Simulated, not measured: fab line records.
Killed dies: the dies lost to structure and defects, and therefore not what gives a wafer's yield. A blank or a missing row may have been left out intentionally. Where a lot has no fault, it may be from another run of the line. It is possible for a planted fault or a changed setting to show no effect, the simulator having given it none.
What tool caused it? / flow sky130 / 13 lots with 39 wafers sampled at 6 steps, on a route of 708 steps

WHAT EACH GAUGE READ, for each wafer
SKY_NWELL_OVL_MEAS_10. Usual: for NWELL_00_OVL the level is 0.0 nm and the standard deviation is 1.3.
lot=L630; measured=day 5 00:55; on=overlay-02; NWELL_00_OVL (nm)=0.4 -0.2 -1.7; flag=
lot=L631; measured=day 5 02:49; on=overlay-02; NWELL_00_OVL (nm)=0.2 -0.8 0.1; flag=
lot=L632; measured=day 5 06:02; on=overlay-02; NWELL_00_OVL (nm)=2.1 -0.9 -0.4; flag=
lot=L633; measured=day 5 13:49; on=overlay-01; NWELL_00_OVL (nm)=0.1 -0.7 -0.5; flag=
lot=L634; measured=day 5 22:11; on=overlay-01; NWELL_00_OVL (nm)=1.9 -1.2 0.9; flag=
lot=L635; measured=day 6 03:37; on=overlay-02; NWELL_00_OVL (nm)=2.5 1.7 1.0; flag=
lot=L636; measured=day 6 10:08; on=overlay-02; NWELL_00_OVL (nm)=2.6 1.2 0.0; flag=
lot=L637; measured=day 6 14:19; on=overlay-01; NWELL_00_OVL (nm)=1.9 -0.4 0.0; flag=
lot=L639; measured=day 7 02:35; on=overlay-01; NWELL_00_OVL (nm)=2.1 -0.5 1.1; flag=
lot=L640; measured=day 7 06:52; on=overlay-01; NWELL_00_OVL (nm)=0.3 0.7 -1.2; flag=
lot=L641; measured=day 7 13:50; on=overlay-02; NWELL_00_OVL (nm)=1.4 0.9 1.4; flag=
lot=L645; measured=day 8 12:17; on=overlay-02; NWELL_00_OVL (nm)=-0.3 0.3 0.5; flag=
lot=L652; measured=day 10 05:35; on=overlay-02; NWELL_00_OVL (nm)=-1.3 -1.7 -1.9; flag=

SKY_VT_ADJUST_LVTN_OVL_MEAS_07. Usual: for VT_ADJUST_LVTN_OVL the level is 0.3 nm and the standard deviation is 1.3.
lot=L630; measured=day 7 09:01; on=overlay-02; VT_ADJUST_LVTN_OVL (nm)=2.2 2.7 2.4; flag=
lot=L631; measured=day 7 12:17; on=overlay-01; VT_ADJUST_LVTN_OVL (nm)=-1.5 -2.0 -0.8; flag=
lot=L632; measured=day 7 16:23; on=overlay-02; VT_ADJUST_LVTN_OVL (nm)=2.0 0.1 -1.7; flag=
lot=L633; measured=day 8 00:25; on=overlay-01; VT_ADJUST_LVTN_OVL (nm)=1.9 0.8 0.1; flag=
lot=L634; measured=day 8 10:02; on=overlay-01; VT_ADJUST_LVTN_OVL (nm)=-1.4 0.8 -1.3; flag=
lot=L635; measured=day 8 16:09; on=overlay-02; VT_ADJUST_LVTN_OVL (nm)=1.6 2.5 3.3; flag=
lot=L636; measured=day 8 23:20; on=overlay-02; VT_ADJUST_LVTN_OVL (nm)=-0.4 0.2 -0.6; flag=
lot=L637; measured=day 9 03:34; on=overlay-02; VT_ADJUST_LVTN_OVL (nm)=1.8 -0.4 0.7; flag=
lot=L639; measured=day 9 17:44; on=overlay-02; VT_ADJUST_LVTN_OVL (nm)=-1.3 0.7 -0.2; flag=
lot=L640; measured=day 9 21:23; on=overlay-02; VT_ADJUST_LVTN_OVL (nm)=1.6 0.3 0.6; flag=
lot=L641; measured=day 10 04:17; on=overlay-01; VT_ADJUST_LVTN_OVL (nm)=0.0 0.4 -0.3; flag=
lot=L645; measured=day 11 05:10; on=overlay-02; VT_ADJUST_LVTN_OVL (nm)=- - -; flag=OFF
lot=L652; measured=day 13 09:16; on=overlay-01; VT_ADJUST_LVTN_OVL (nm)=-0.9 -0.7 -0.3; flag=

SKY_VT_ADJUST_LVTN_TW_MEAS_10. Usual: for VT_ADJUST_LVTN_TW the level is 243.2 and the standard deviation is 1.
lot=L630; measured=day 7 09:17; on=film-metro-03; VT_ADJUST_LVTN_TW=244.3 244.4 242.8; flag=
lot=L631; measured=day 7 12:34; on=film-metro-04; VT_ADJUST_LVTN_TW=241.9 241.4 241.4; flag=
lot=L632; measured=day 7 16:40; on=film-metro-01; VT_ADJUST_LVTN_TW=243.4 241.2 240.9; flag=
lot=L633; measured=day 8 00:41; on=film-metro-04; VT_ADJUST_LVTN_TW=243.1 241.9 242.7; flag=
lot=L634; measured=day 8 10:19; on=film-metro-03; VT_ADJUST_LVTN_TW=244.4 243.1 242.7; flag=
lot=L635; measured=day 8 16:26; on=film-metro-04; VT_ADJUST_LVTN_TW=243.1 243.4 243.9; flag=
lot=L636; measured=day 8 23:38; on=film-metro-01; VT_ADJUST_LVTN_TW=244.0 244.2 244.9; flag=
lot=L637; measured=day 9 03:50; on=film-metro-04; VT_ADJUST_LVTN_TW=244.2 244.4 242.1; flag=
lot=L639; measured=day 9 18:01; on=film-metro-01; VT_ADJUST_LVTN_TW=244.6 243.8 245.4; flag=
lot=L640; measured=day 9 21:40; on=film-metro-04; VT_ADJUST_LVTN_TW=243.4 243.5 244.4; flag=
lot=L641; measured=day 10 04:34; on=film-metro-01; VT_ADJUST_LVTN_TW=244.2 242.0 243.1; flag=
lot=L645; measured=day 11 05:26; on=film-metro-03; VT_ADJUST_LVTN_TW=30.3 30.4 30.4; flag=OFF
lot=L652; measured=day 13 09:33; on=film-metro-01; VT_ADJUST_LVTN_TW=242.2 242.8 242.7; flag=

TOOL THAT RAN EACH LOT (tool first, then ch and the chambers of the sampled wafers, then the start)
lot=L630; SKY_FIELD_ISO_CMP_27=cmp-01 ch 0,1,3, day 2 20:29; SKY_DNWELL_STRIP_08=plasma-asher-01 ch 1, day 3 14:20; SKY_VT_ADJUST_LVTN_EXPOSE_04=iline-stepper-02 ch 0, day 6 23:11
lot=L631; SKY_FIELD_ISO_CMP_27=cmp-01 ch 0,1, day 2 21:34; SKY_DNWELL_STRIP_08=plasma-asher-03 ch 0,1, day 3 16:19; SKY_VT_ADJUST_LVTN_EXPOSE_04=iline-stepper-02 ch 0, day 7 02:47
lot=L632; SKY_FIELD_ISO_CMP_27=cmp-02 ch 1,2,3, day 3 02:02; SKY_DNWELL_STRIP_08=plasma-asher-01 ch 0,1, day 3 21:08; SKY_VT_ADJUST_LVTN_EXPOSE_04=iline-stepper-02 ch 0, day 7 06:55
lot=L633; SKY_FIELD_ISO_CMP_27=cmp-01 ch 2,3, day 3 09:55; SKY_DNWELL_STRIP_08=plasma-asher-02 ch 1, day 4 04:47; SKY_VT_ADJUST_LVTN_EXPOSE_04=iline-stepper-01 ch 0, day 7 14:42
lot=L634; SKY_FIELD_ISO_CMP_27=cmp-01 ch 0,1,3, day 3 15:17; SKY_DNWELL_STRIP_08=plasma-asher-02 ch 0,1, day 4 11:23; SKY_VT_ADJUST_LVTN_EXPOSE_04=iline-stepper-02 ch 0, day 8 00:11
lot=L635; SKY_FIELD_ISO_CMP_27=cmp-02 ch 0,2,3, day 3 19:41; SKY_DNWELL_STRIP_08=plasma-asher-02 ch 0,1, day 4 16:19; SKY_VT_ADJUST_LVTN_EXPOSE_04=iline-stepper-01 ch 0, day 8 06:09
lot=L636; SKY_FIELD_ISO_CMP_27=cmp-02 ch 1,2,3, day 4 02:37; SKY_DNWELL_STRIP_08=plasma-asher-03 ch 0,1, day 4 22:50; SKY_VT_ADJUST_LVTN_EXPOSE_04=iline-stepper-02 ch 0, day 8 13:05
lot=L637; SKY_FIELD_ISO_CMP_27=cmp-01 ch 0,1,3, day 4 05:24; SKY_DNWELL_STRIP_08=plasma-asher-03 ch 0, day 5 01:59; SKY_VT_ADJUST_LVTN_EXPOSE_04=iline-stepper-01 ch 0, day 8 17:15
lot=L639; SKY_FIELD_ISO_CMP_27=cmp-01 ch 0,3, day 4 16:06; SKY_DNWELL_STRIP_08=plasma-asher-01 ch 0,1, day 5 13:28; SKY_VT_ADJUST_LVTN_EXPOSE_04=iline-stepper-02 ch 0, day 9 07:23
lot=L640; SKY_FIELD_ISO_CMP_27=cmp-01 ch 0,1,3, day 4 19:32; SKY_DNWELL_STRIP_08=plasma-asher-03 ch 0,1, day 5 17:14; SKY_VT_ADJUST_LVTN_EXPOSE_04=iline-stepper-01 ch 0, day 9 11:03
lot=L641; SKY_FIELD_ISO_CMP_27=cmp-02 ch 0,1,3, day 5 02:33; SKY_DNWELL_STRIP_08=plasma-asher-02 ch 0,1, day 5 22:52; SKY_VT_ADJUST_LVTN_EXPOSE_04=iline-stepper-02 ch 0, day 9 18:36
lot=L645; SKY_FIELD_ISO_CMP_27=cmp-02 ch 0,1,3, day 5 22:24; SKY_DNWELL_STRIP_08=plasma-asher-01 ch 0,1, day 6 19:41; SKY_VT_ADJUST_LVTN_EXPOSE_04=iline-stepper-02 ch 0, day 10 18:05
lot=L652; SKY_FIELD_ISO_CMP_27=cmp-01 ch 0,1, day 7 10:32; SKY_DNWELL_STRIP_08=plasma-asher-02 ch 0,1, day 8 12:05; SKY_VT_ADJUST_LVTN_EXPOSE_04=iline-stepper-01 ch 0, day 12 20:20
- SKY_FIELD_ISO_CMP_27: polishes, stops on Si3N4, t overpolish 16 s, target thk 457.8 nm.
- SKY_DNWELL_STRIP_08: strips in O2/N2.
- SKY_VT_ADJUST_LVTN_EXPOSE_04: exposes mask NWM COMPLEMENT LESS NATIVE, target cd 840 nm.

AS READ BY THE TOOLS THEMSELVES (means over the sampled wafers that have a number; for cases with no such wafer, the mark the record gives instead)
SKY_FIELD_ISO_CMP_27. Usual: motor-current-A 12.3 A, standard deviation 0.81; overpolish-run-s 16.000 s, standard deviation 0.0087; time-to-endpoint-s 112 s, standard deviation 3.5.
lot=L630; tool=cmp-01; motor-current-A (A)=12.2; overpolish-run-s (s)=15.994; time-to-endpoint-s (s)=110; flag=
lot=L631; tool=cmp-01; motor-current-A (A)=11.4; overpolish-run-s (s)=16.001; time-to-endpoint-s (s)=112; flag=
lot=L632; tool=cmp-02; motor-current-A (A)=13.0; overpolish-run-s (s)=16.002; time-to-endpoint-s (s)=117; flag=
lot=L633; tool=cmp-01; motor-current-A (A)=12.6; overpolish-run-s (s)=16.011; time-to-endpoint-s (s)=114; flag=
lot=L634; tool=cmp-01; motor-current-A (A)=11.9; overpolish-run-s (s)=16.001; time-to-endpoint-s (s)=116; flag=
lot=L635; tool=cmp-02; motor-current-A (A)=12.5; overpolish-run-s (s)=15.999; time-to-endpoint-s (s)=112; flag=
lot=L636; tool=cmp-02; motor-current-A (A)=12.8; overpolish-run-s (s)=16.003; time-to-endpoint-s (s)=112; flag=
lot=L637; tool=cmp-01; motor-current-A (A)=12.2; overpolish-run-s (s)=15.996; time-to-endpoint-s (s)=110; flag=
lot=L639; tool=cmp-01; motor-current-A (A)=11.6; overpolish-run-s (s)=15.997; time-to-endpoint-s (s)=108; flag=
lot=L640; tool=cmp-01; motor-current-A (A)=12.3; overpolish-run-s (s)=16.001; time-to-endpoint-s (s)=113; flag=
lot=L641; tool=cmp-02; motor-current-A (A)=12.5; overpolish-run-s (s)=16.006; time-to-endpoint-s (s)=109; flag=
lot=L645; tool=cmp-02; motor-current-A (A)=13.0; overpolish-run-s (s)=16.004; time-to-endpoint-s (s)=116; flag=
lot=L652; tool=cmp-01; motor-current-A (A)=11.5; overpolish-run-s (s)=15.994; time-to-endpoint-s (s)=115; flag=

SKY_DNWELL_STRIP_08. Usual: drypump-motor-current-A 6.0 A, standard deviation 0.33; oes-product-au 0.723 a.u., standard deviation 0.005; strip-time-to-endpoint-s 36.89 s, standard deviation 0.088.
lot=L630; tool=plasma-asher-01; drypump-motor-current-A (A)=6.3; oes-product-au (a.u.)=0.720; strip-time-to-endpoint-s (s)=36.89; flag=
lot=L631; tool=plasma-asher-03; drypump-motor-current-A (A)=5.8; oes-product-au (a.u.)=0.725; strip-time-to-endpoint-s (s)=37.09; flag=
lot=L632; tool=plasma-asher-01; drypump-motor-current-A (A)=5.8; oes-product-au (a.u.)=0.724; strip-time-to-endpoint-s (s)=36.90; flag=
lot=L633; tool=plasma-asher-02; drypump-motor-current-A (A)=6.3; oes-product-au (a.u.)=0.720; strip-time-to-endpoint-s (s)=36.94; flag=
lot=L634; tool=plasma-asher-02; drypump-motor-current-A (A)=6.2; oes-product-au (a.u.)=0.720; strip-time-to-endpoint-s (s)=36.87; flag=
lot=L635; tool=plasma-asher-02; drypump-motor-current-A (A)=6.1; oes-product-au (a.u.)=0.720; strip-time-to-endpoint-s (s)=36.87; flag=
lot=L636; tool=plasma-asher-03; drypump-motor-current-A (A)=6.1; oes-product-au (a.u.)=0.725; strip-time-to-endpoint-s (s)=36.93; flag=
lot=L637; tool=plasma-asher-03; drypump-motor-current-A (A)=6.3; oes-product-au (a.u.)=0.724; strip-time-to-endpoint-s (s)=36.97; flag=
lot=L639; tool=plasma-asher-01; drypump-motor-current-A (A)=5.8; oes-product-au (a.u.)=0.721; strip-time-to-endpoint-s (s)=36.79; flag=
lot=L640; tool=plasma-asher-03; drypump-motor-current-A (A)=6.1; oes-product-au (a.u.)=0.725; strip-time-to-endpoint-s (s)=36.98; flag=
lot=L641; tool=plasma-asher-02; drypump-motor-current-A (A)=6.2; oes-product-au (a.u.)=0.722; strip-time-to-endpoint-s (s)=36.92; flag=
lot=L645; tool=plasma-asher-01; drypump-motor-current-A (A)=5.7; oes-product-au (a.u.)=0.727; strip-time-to-endpoint-s (s)=37.00; flag=
lot=L652; tool=plasma-asher-02; drypump-motor-current-A (A)=6.2; oes-product-au (a.u.)=0.719; strip-time-to-endpoint-s (s)=36.89; flag=

THE ANSWER, worked out from the rows above alone
Rule: a lot counts as off when the mean over its wafers that have a number is more than 3 standard deviations away from the usual mean. A lot without any number at a reading at which 4 lots or more have one is off too. Where the step has rows for the other lots, those lots are counted as sound. After the gauges, taken in route order, come the tools' own readings; for these a lot's mean is taken, as printed above. The first step at which some lot is off is used, and at that step the reading that is off furthest; a lot without a number counts as furthest.
Off: L645, seen at SKY_VT_ADJUST_LVTN_OVL_MEAS_07 (VT_ADJUST_LVTN_OVL). Without a number there: L645.
A tool fits if, at a process step before that reading, it ran every lot that is off, and no sound lot after the first of them. The gauges at SKY_VT_ADJUST_LVTN_OVL_MEAS_07 aren't tried: what is off there is off at SKY_VT_ADJUST_LVTN_TW_MEAS_10 too, on other tools, and a gauge's error can't cause that. Can't be told from this: 3 tools fit, cmp-02 at SKY_FIELD_ISO_CMP_27, plasma-asher-01 at SKY_DNWELL_STRIP_08, iline-stepper-02 at SKY_VT_ADJUST_LVTN_EXPOSE_04.

WHAT THE SIMULATOR PUT IN
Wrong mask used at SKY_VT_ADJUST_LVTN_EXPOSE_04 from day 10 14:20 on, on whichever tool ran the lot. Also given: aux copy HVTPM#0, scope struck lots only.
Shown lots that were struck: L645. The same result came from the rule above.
